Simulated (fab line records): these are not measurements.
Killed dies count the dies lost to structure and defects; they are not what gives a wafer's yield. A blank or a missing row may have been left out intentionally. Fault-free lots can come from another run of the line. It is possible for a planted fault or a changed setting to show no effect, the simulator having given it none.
One fault through the eyes of 2 desks || flow sky130 || numbers are kept per desk, each desk with only its own; the story behind them comes last

## AT THE TOOL OWNER'S DESK: implanter-02
For each lot that ran on this tool, the mean over its sampled wafers that have a number, from the tool's own readings at SKY_POLY_GATE_IMPLANT_02. Marked OUT: a lot whose mean sits more than 4 standard deviations from the usual mean, which makes it out of limits; the brackets give that distance.
Columns: A = beamEnergyKeV at SKY_POLY_GATE_IMPLANT_02, usual 29.999
{"lot": "L711", "first seen here": "day 15 12:44", "A": 30.001}
{"lot": "L716", "first seen here": "day 17 08:59", "A": "30.657 (+70) OUT"}
{"lot": "L717", "first seen here": "day 17 16:16", "A": "30.658 (+70) OUT"}
{"lot": "L726", "first seen here": "day 21 00:56", "A": 30.001}
{"lot": "L728", "first seen here": "day 22 17:19", "A": 30.000}
{"lot": "L731", "first seen here": "day 22 17:41", "A": 29.996}
{"lot": "L732", "first seen here": "day 23 19:17", "A": 29.994}
This desk's finding: out of limits on L716, L717; first on L716, day 17 08:59 (beamEnergyKeV at SKY_POLY_GATE_IMPLANT_02). L711, L726, L728, L731, L732 stayed within limits.

## AT THE METROLOGY DESK
What the gauges read, lot by lot, whatever tool the lot ran on: means of the sampled wafers that have a number. Marked OUT: a lot whose mean sits more than 4 standard deviations from the usual mean, which makes it out of limits; the brackets give that distance.
Columns: A = POLY_GATE_OVL at SKY_POLY_GATE_OVL_MEAS_14, usual -3 nm
{"lot": "L711", "first seen here": "day 16 19:37", "A": 1}
{"lot": "L716", "first seen here": "day 18 19:15", "A": 1}
{"lot": "L717", "first seen here": "day 19 01:36", "A": -14}
{"lot": "L718", "first seen here": "day 19 12:37", "A": -11}
{"lot": "L726", "first seen here": "day 22 13:31", "A": -11}
{"lot": "L725", "first seen here": "day 22 14:32", "A": 3}
{"lot": "L728", "first seen here": "day 24 02:14", "A": -1}
{"lot": "L731", "first seen here": "day 24 02:32", "A": 3}
{"lot": "L730", "first seen here": "day 24 06:53", "A": -6}
{"lot": "L732", "first seen here": "day 25 03:44", "A": 1}
{"lot": "L733", "first seen here": "day 25 08:47", "A": -2}
This desk found nothing out of limits on any of the 11 lots.

## BROUGHT TOGETHER
At day 17 08:59, on L716, L717, the tool owner's desk was in a position to raise an alarm.
Nothing out of limits was seen by the metrology desk.
The metrology desk holds a record of L716, L717, inside its limits.
Every lot named ran SKY_POLY_GATE_IMPLANT_02 on implanter-02.

## WHAT HAD BEEN PUT IN BY THE SIMULATOR
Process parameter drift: implanter-02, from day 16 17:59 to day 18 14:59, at SKY_POLY_GATE_IMPLANT_02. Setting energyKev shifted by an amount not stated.
Shown lots that were struck: L716, L717.
Each desk's first reading out of limits, in hours after the fault started: the tool owner's desk, 15.
